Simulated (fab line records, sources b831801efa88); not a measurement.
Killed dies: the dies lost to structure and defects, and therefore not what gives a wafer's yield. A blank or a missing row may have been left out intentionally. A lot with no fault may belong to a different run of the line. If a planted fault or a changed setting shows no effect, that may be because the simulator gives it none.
Comparing a struck lot with a sound one || flow sky130 || 15 steps out of a route of 708
Sound: the wafers L626.2, L626.4, L626.5. Wafers L615.4, L615.5, L615.6 were the ones struck. At the end, the cause is stated.
Order at every step that has rows: each side's tool, ch and its chambers, its first start. Under that, the readings that differ: sound wafers || struck wafers || difference of the means || sigmas: that difference in standard deviations of wafers without a fault.
alike: a reading whose means differ by less than 2 such deviations, as well as words and numbers matching on both sides. not compared: withheld readings; readings where some wafer has no value; bounds like >300 that might hide an equal value; numbers whose values overlap and for which the record gives no deviation.
A row with sigmas, a row that says differs or no value, or rows on one side alone: a step with any of these is where the two part. Numbers that have no deviation but don't overlap get no sigmas and don't part them. A reading that every wafer of one side lacks parts them only if that side has two wafers or more.

first, 2 steps without rows for these wafers: SKY_VIA4_PEB_09; SKY_VIA4_DEVELOP_10 (develop time 60 s).
SKY_VIA4_OVL_MEAS_11:
  struck on overlay-02, day 45 19:11; sound on overlay-02, day 48 20:35
  alike: VIA4_OVL
SKY_VIA4_ETCH_12: etches SiO2 in C4F8/O2/Ar, stops on TiN, target depth 580 nm.
  sound on rie diel-04 ch 1,3, day 48 20:37; struck on rie diel-04 ch 1,2, day 45 19:13
  alike: oes product au, rf fwd power W
SKY_VIA4_STRIP_13: strips in O2/N2.
  sound on plasma asher-03 ch 0, day 48 20:41; struck on plasma asher-02 ch 0,1, day 45 19:19
  alike: drypump motor current A, oes product au, strip time to endpoint s
  not compared: rf hours counter h
then, 3 steps without rows for these wafers: SKY_VIA4_STRIP_14 (strips in post etch residue remover, time 1200 s); SKY_VIA4_CLEAN_15 (cleans in IPA, time 180 s); SKY_VIA4_CLEAN_16 (cleans in O3/DIW).
SKY_VIA4_SPUTTER_17: material TiN, target thk 20 nm, time 80 s.
  struck on pvd sputter-01, day 45 19:53; sound on pvd sputter-02, day 48 21:17
  alike: throttle valve pct
SKY_VIA4_CVD_18: deposits W, target thk 505 nm, time 152.14 s.
  sound on cvd w-01 ch 0,1, day 48 21:21; struck on cvd w-01 ch 0,1, day 45 19:59
  alike: heater power w
SKY_VIA4_RS_MEAS_19: measures by four-point-probe.
  struck on film metro-04, day 45 20:09; sound on film metro-02, day 48 21:31
{"reading": "VIA4_W_RS (ohm/sq)", "sound": "0.2295 0.2292 0.2284", "struck": "0.2245 0.2224 0.2244", "difference": -0.0053, "sigmas": -2}
SKY_VIA4_THK_MEAS_20: measures by xrf.
  struck on film metro-04, day 45 20:14; sound on film metro-02, day 48 21:38
{"reading": "VIA4_W_THK (nm)", "sound": "498 497 501", "struck": "520 522 517", "difference": "+21", "sigmas": "+3"}
SKY_VIA4_CMP_21: polishes, stops on SiO2, t overpolish 25 s, target thk 0 nm.
  sound on cmp-01 ch 1,3, day 48 21:44; struck on cmp-02 ch 1,2,3, day 45 20:46
{"reading": "overpolish run s (s)", "sound": "24.999 24.993 24.995", "struck": "26.583 26.593 26.588", "difference": "+1.592", "sigmas": "+99 or more"}
{"reading": "t overpolish s (s)", "sound": "25 25 25", "struck": "26.582 26.582 26.582", "difference": "+1.582", "sigmas": ""}
  alike: motor current A, retaining ring pressure frac, time to endpoint s
SKY_METAL5_SPUTTER_00: material Ti, target thk 15 nm, time 10 s.
  struck on pvd sputter-02, day 45 20:58; sound on pvd sputter-03, day 48 21:59
  alike: throttle valve pct
-- the record jumps here: 3 days lie between the struck wafers' starts before and after (it left off in module METAL5 and takes up again in module PAD_OPEN, whose first step shown is number 708 of the route) --
SKY_PAD_OPEN_PROBE_99:
  struck on prober-02, day 48 12:05; sound on prober-02, day 51 04:12
  alike: defect limited yield, killed_at_M0_to_M3, killed_at_M4_up, killed at contacts, killed at front end, killed at other, killed dies, killed open, killed short, sort_bin_3_pad_short, sort_bin_5_function, sort_bin_6_memory, sort n pass, sort yield pct

== WHERE THEY PART ==
Earliest at SKY_VIA4_RS_MEAS_19; latest, in this record, at SKY_VIA4_CMP_21. Later steps at which nothing parts them and some readings are alike: SKY_METAL5_SPUTTER_00, SKY_PAD_OPEN_PROBE_99.

WHY: what had been put in by the simulator
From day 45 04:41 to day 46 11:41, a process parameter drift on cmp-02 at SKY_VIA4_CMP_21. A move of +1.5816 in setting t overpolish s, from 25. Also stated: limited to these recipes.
